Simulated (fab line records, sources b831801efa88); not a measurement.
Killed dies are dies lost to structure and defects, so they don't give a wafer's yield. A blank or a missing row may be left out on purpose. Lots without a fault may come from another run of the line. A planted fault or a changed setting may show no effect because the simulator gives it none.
One fault seen from 2 desks | flow sky130 | each desk has only its own numbers; what lay behind them comes last

THE TOOL OWNER'S DESK: furnace-02
The tool's own readings at SKY_SONOS_ONO_OXIDATION_00 (stabilise 600 s, purge 300 s, target thk 2.6 nm): means of the sampled wafers that have a number, for each lot that ran on this tool. A lot is out of limits, marked OUT, if its mean lies more than 4 standard deviations from the usual mean; the brackets give that distance.
Columns: A = spike_tc_bottom_C at SKY_SONOS_ONO_OXIDATION_00, usual 818.9 C; B = spike_tc_centre_C at SKY_SONOS_ONO_OXIDATION_00, usual 800.7 C; C = spike_tc_lower_C at SKY_SONOS_ONO_OXIDATION_00, usual 801.0 C; D = spike_tc_top_C at SKY_SONOS_ONO_OXIDATION_00, usual 810.6 C; E = spike_tc_upper_C at SKY_SONOS_ONO_OXIDATION_00, usual 800.4 C; F = zone_power_lower_pct at SKY_SONOS_ONO_OXIDATION_00, usual 13.7 %
lot  | first seen here | A                | B                | C                | D                | E                | F
L627 | day 11 19:11    | 820.9            | 800.4            | 800.7            | 810.8            | 799.9            | 14.7
L628 | day 12 03:44    | 821.2            | 801.6            | 802.6            | 809.9            | 799.6            | 14.8
L629 | day 12 06:16    | 819.9            | 801.5            | 800.7            | 809.6            | 800.2            | 14.9
L630 | day 12 13:10    | 828.6 (+4.6) OUT | 807.3 (+6.0) OUT | 809.0 (+7.3) OUT | 817.8 (+6.5) OUT | 807.3 (+5.7) OUT | 15.1
L631 | day 12 17:52    | 827.7 (+4.2) OUT | 808.9 (+7.5) OUT | 808.7 (+7.0) OUT | 818.4 (+7.1) OUT | 807.1 (+5.6) OUT | 15.1
L643 | day 16 14:37    | 820.5            | 800.7            | 800.6            | 810.8            | 800.9            | 14.7
L644 | day 16 14:37    | 820.9            | 800.3            | 801.7            | 810.1            | 800.3            | 14.9
L645 | day 16 23:22    | 820.8            | 801.8            | 801.6            | 810.9            | 800.2            | 14.9
L646 | day 17 05:28    | 819.7            | 801.3            | 801.5            | 809.4            | 801.3            | 14.7
L648 | day 17 23:11    | 820.4            | 800.2            | 802.2            | 811.2            | 800.5            | 14.8
L649 | day 18 10:43    | 819.8            | 800.8            | 801.6            | 810.8            | 799.5            | 14.9
This desk's finding: out of limits on L630, L631; first on L630, day 12 13:10 (spike_tc_bottom_C at SKY_SONOS_ONO_OXIDATION_00). In limits: L627, L628, L629, L643, L644, L645, L646, L648, L649.

THE METROLOGY DESK
What the gauges read, lot by lot, whatever tool the lot ran on: means of the sampled wafers that have a number. A lot is out of limits, marked OUT, if its mean lies more than 4 standard deviations from the usual mean; the brackets give that distance.
Columns: A = VT_ADJUST_PCH_OVL at SKY_VT_ADJUST_PCH_OVL_MEAS_07, usual 1.3 nm; B = cd_nm at SKY_SONOS_TUNNEL_CD_MEAS_07, usual 409.3 nm; C = SONOS_TUNNEL_OVL at SKY_SONOS_TUNNEL_OVL_MEAS_08, usual 0.4 nm; D = SONOS_ONO_OXIDATION_THK at SKY_SONOS_ONO_THK_MEAS_01, usual 2.61 nm
lot  | first seen here | A    | B     | C    | D
L627 | day 10 18:19    | 3.2  | 409.1 | 0.1  | 2.61
L628 | day 11 02:59    | 0.2  | 408.9 | 0.8  | 2.55
L629 | day 11 04:23    | 5.0  | 410.4 | 0.0  | 2.53
L630 | day 11 12:55    | 1.2  | 406.4 | 0.2  | 2.89 (+5.3) OUT
L631 | day 11 17:52    | -0.7 | 408.1 | 0.2  | 2.85 (+4.7) OUT
L638 | day 14 18:31    | 1.7  | 412.6 | -1.0 | 2.60
L642 | day 15 06:37    | 1.9  | 407.9 | -1.5 | 2.59
L643 | day 15 08:35    | 2.7  | 409.7 | 1.4  | 2.60
L644 | day 15 10:05    | 1.8  | 405.3 | 1.9  | 2.63
L645 | day 15 18:50    | -1.1 | 410.9 | -0.6 | 2.68
L646 | day 16 00:52    | 1.7  | 408.7 | 0.7  | 2.64
L648 | day 16 17:41    | -0.4 | 407.6 | 1.6  | 2.68
L649 | day 17 04:10    | 1.1  | 410.4 | 1.5  | 2.68
This desk's finding: out of limits on L630, L631; first on L630, day 12 14:31 (SONOS_ONO_OXIDATION_THK at SKY_SONOS_ONO_THK_MEAS_01). In limits: L627, L628, L629, L638, L642, L643, L644, L645, L646, L648, L649.

PUT TOGETHER
The tool owner's desk could have raised an alarm at day 12 13:10, on L630, L631.
The metrology desk could have raised an alarm at day 12 14:31, on L630, L631.
Of the lots named, all ran SKY_SONOS_ONO_OXIDATION_00 on furnace-02.

WHAT THE SIMULATOR HAD PUT IN
Process parameter drift: furnace-02, from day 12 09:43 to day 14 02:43, at SKY_SONOS_ONO_OXIDATION_00. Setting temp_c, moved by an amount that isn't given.
Lots struck among those shown: L630, L631.
Hours from the fault's start to each desk's first reading out of limits: the tool owner's desk, 3; the metrology desk, 5.
